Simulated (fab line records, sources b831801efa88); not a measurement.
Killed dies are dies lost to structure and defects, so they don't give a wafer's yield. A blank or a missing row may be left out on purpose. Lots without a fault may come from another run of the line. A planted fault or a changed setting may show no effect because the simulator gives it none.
Which tool did it? | flow sky130 | 12 lots, 36 wafers sampled, at 5 steps of a route of 708

WHAT THE GAUGES READ, wafer by wafer
SKY_LDD_P_OVL_MEAS_08. Usual: LDD_P_OVL -0.2 nm, standard deviation 1.3.
lot  | measured     | on         | LDD_P_OVL (nm) | flag
L459 | day 19 02:19 | overlay-01 | -1.1 2.4 -1.5  |
L461 | day 19 20:38 | overlay-02 | 0.4 1.2 1.6    |
L465 | day 21 13:43 | overlay-02 | -0.9 0.6 -0.7  |
L468 | day 22 10:13 | overlay-01 | -0.4 -1.8 0.7  |
L471 | day 23 14:07 | overlay-02 | -0.7 -0.5 1.3  |
L474 | day 24 23:14 | overlay-02 | 1.0 1.5 -0.9   |
L475 | day 25 08:25 | overlay-01 | -1.7 -1.2 -1.6 |
L476 | day 25 09:25 | overlay-01 | -0.8 -0.3 -0.3 |
L478 | day 26 08:10 | overlay-01 | 0.6 0.2 -0.2   |
L479 | day 26 21:13 | overlay-01 | 1.7 1.4 0.7    |
L480 | day 27 10:08 | overlay-02 | -0.6 0.7 1.1   |
L481 | day 27 12:40 | overlay-01 | -3.9 -2.4 -4.4 |

SKY_LDD_HVN_OVL_MEAS_07. Usual: LDD_HVN_OVL -0.5 nm, standard deviation 1.2.
lot  | measured     | on         | LDD_HVN_OVL (nm) | flag
L459 | day 20 09:26 | overlay-02 | -1.2 -0.4 -0.3   |
L461 | day 21 02:53 | overlay-01 | 2.1 1.2 -0.9     |
L465 | day 22 19:56 | overlay-01 | -1.0 -0.7 -0.9   |
L468 | day 23 15:49 | overlay-01 | -1.1 -0.9 -1.8   |
L471 | day 24 20:29 | overlay-02 | 1.1 -1.3 -0.6    |
L474 | day 26 04:02 | overlay-02 | -0.6 0.0 -3.3    |
L475 | day 26 13:41 | overlay-02 | 0.4 0.6 -1.8     |
L476 | day 26 14:56 | overlay-01 | -0.7 -1.1 -0.1   |
L478 | day 27 13:29 | overlay-01 | -0.9 -0.6 -2.0   |
L479 | day 28 02:02 | overlay-01 | -0.8 -0.1 -1.7   |
L480 | day 28 14:32 | overlay-01 | -2.8 -2.2 -3.5   |
L481 | day 28 17:26 | overlay-02 | 1.5 -1.6 -0.1    |

SKY_SD_N_RS_MEAS_16: measures by four-point-probe. Usual: SD_N_RS 68.60 ohm/sq, standard deviation 0.18.
lot  | measured     | on            | SD_N_RS (ohm/sq)  | flag
L459 | day 28 02:11 | film_metro-04 | 68.26 68.46 68.47 |
L461 | day 28 18:02 | film_metro-02 | 68.53 68.61 68.59 |
L465 | day 30 05:01 | film_metro-04 | 65.88 66.04 66.05 | OFF
L468 | day 31 00:43 | film_metro-02 | 66.23 66.23 66.20 | OFF
L471 | day 32 04:45 | film_metro-03 | 68.37 68.57 68.55 |
L474 | day 33 07:44 | film_metro-02 | 68.61 68.74 68.75 |
L475 | day 33 17:54 | film_metro-04 | 68.43 68.58 68.40 |
L476 | day 33 18:48 | film_metro-02 | 68.80 68.83 68.82 |
L478 | day 34 16:09 | film_metro-03 | 68.54 68.48 68.31 |
L479 | day 35 02:16 | film_metro-03 | 68.49 68.34 68.62 |
L480 | day 35 14:01 | film_metro-03 | 68.51 68.34 68.35 |
L481 | day 35 17:32 | film_metro-02 | 68.79 68.82 68.88 |

WHICH TOOL RAN EACH LOT (tool, then ch and the chambers of the sampled wafers, then the start)
lot  | SKY_SD_N_IMPLANT_10             | SKY_SD_N_STRIP_11
L459 | implanter-01 ch 0, day 28 01:38 | plasma_asher-01 ch 1, day 28 01:47
L461 | implanter-01 ch 0, day 28 17:31 | plasma_asher-02 ch 0,1, day 28 17:40
L465 | implanter-01 ch 0, day 30 04:10 | plasma_asher-01 ch 0,1, day 30 04:37
L468 | implanter-04 ch 0, day 30 23:49 | plasma_asher-01 ch 0,1, day 31 00:16
L471 | implanter-01 ch 0, day 32 04:10 | plasma_asher-01 ch 0,1, day 32 04:19
L474 | implanter-04 ch 0, day 33 07:11 | plasma_asher-04 ch 0,1, day 33 07:20
L475 | implanter-02 ch 0, day 33 17:22 | plasma_asher-02 ch 0,1, day 33 17:29
L476 | implanter-01 ch 0, day 33 18:16 | plasma_asher-01 ch 0,1, day 33 18:23
L478 | implanter-02 ch 0, day 34 15:37 | plasma_asher-01 ch 0,1, day 34 15:44
L479 | implanter-01 ch 0, day 35 01:41 | plasma_asher-01 ch 0,1, day 35 01:50
L480 | implanter-01 ch 0, day 35 13:26 | plasma_asher-04 ch 1, day 35 13:34
L481 | implanter-04 ch 0, day 35 16:59 | plasma_asher-02 ch 0,1, day 35 17:08
- SKY_SD_N_IMPLANT_10
- SKY_SD_N_STRIP_11: strips in O2/N2.

WHAT THE TOOLS THEMSELVES READ (means of the sampled wafers that have a number; where no wafer has one, the mark that the record gives instead)
SKY_SD_N_IMPLANT_10. Usual: beam_on_s 11.7 s, standard deviation 0.67.
lot  | tool         | beam_on_s (s) | flag
L459 | implanter-01 | 12.0          |
L461 | implanter-01 | 12.1          |
L465 | implanter-01 | 12.0          |
L468 | implanter-04 | 10.2          |
L471 | implanter-01 | 12.0          |
L474 | implanter-04 | 10.2          |
L475 | implanter-02 | 11.6          |
L476 | implanter-01 | 11.9          |
L478 | implanter-02 | 11.6          |
L479 | implanter-01 | 12.2          |
L480 | implanter-01 | 11.9          |
L481 | implanter-04 | 10.1          |

SKY_SD_N_STRIP_11. Usual: drypump_motor_current_A 5.9 A, standard deviation 0.5; n2_flow_sccm 300.0 sccm, standard deviation 0.91; oes_product_au 0.528 a.u., standard deviation 0.0047; strip_time_to_endpoint_s 22.54 s, standard deviation 0.035.
lot  | tool            | drypump_motor_current_A (A) | n2_flow_sccm (sccm) | oes_product_au (a.u.) | strip_time_to_endpoint_s (s) | flag
L459 | plasma_asher-01 | 5.7                         | 298.4               | 0.528                 | 22.52                        |
L461 | plasma_asher-02 | 5.7                         | 300.3               | 0.525                 | 22.58                        |
L465 | plasma_asher-01 | 6.0                         | 299.6               | 0.526                 | 22.58                        |
L468 | plasma_asher-01 | 6.0                         | 300.5               | 0.524                 | 22.53                        |
L471 | plasma_asher-01 | 6.0                         | 299.9               | 0.528                 | 22.52                        |
L474 | plasma_asher-04 | 6.2                         | 300.1               | 0.528                 | 22.57                        |
L475 | plasma_asher-02 | 5.3                         | 300.5               | 0.527                 | 22.56                        |
L476 | plasma_asher-01 | 5.8                         | 300.4               | 0.533                 | 22.51                        |
L478 | plasma_asher-01 | 5.8                         | 300.0               | 0.529                 | 22.56                        |
L479 | plasma_asher-01 | 6.0                         | 300.5               | 0.528                 | 22.57                        |
L480 | plasma_asher-04 | 5.5                         | 300.3               | 0.523                 | 22.51                        |
L481 | plasma_asher-02 | 5.7                         | 300.9               | 0.525                 | 22.52                        |

THE ANSWER, worked out from the rows above alone
Rule: a lot is off if the mean of its wafers that have a number lies more than 3 standard deviations from the usual mean. A lot without any number at a reading at which 4 lots or more have one is off too. The other lots that the step has rows for count as sound. The gauges are gone through in route order, then the tools' own readings, and for those a lot's mean is taken as printed above. The first step at which some lot is off is used, and at that step the reading that is off furthest; a lot without a number counts as furthest.
Off: L465, L468, at SKY_SD_N_RS_MEAS_16 (SD_N_RS).
A tool fits if, at a process step before that reading, it ran every lot that is off, and no sound lot after the first of them. The gauges at SKY_SD_N_RS_MEAS_16 are tried like those tools. None of those tried fits.

WHAT THE SIMULATOR HAD PUT IN
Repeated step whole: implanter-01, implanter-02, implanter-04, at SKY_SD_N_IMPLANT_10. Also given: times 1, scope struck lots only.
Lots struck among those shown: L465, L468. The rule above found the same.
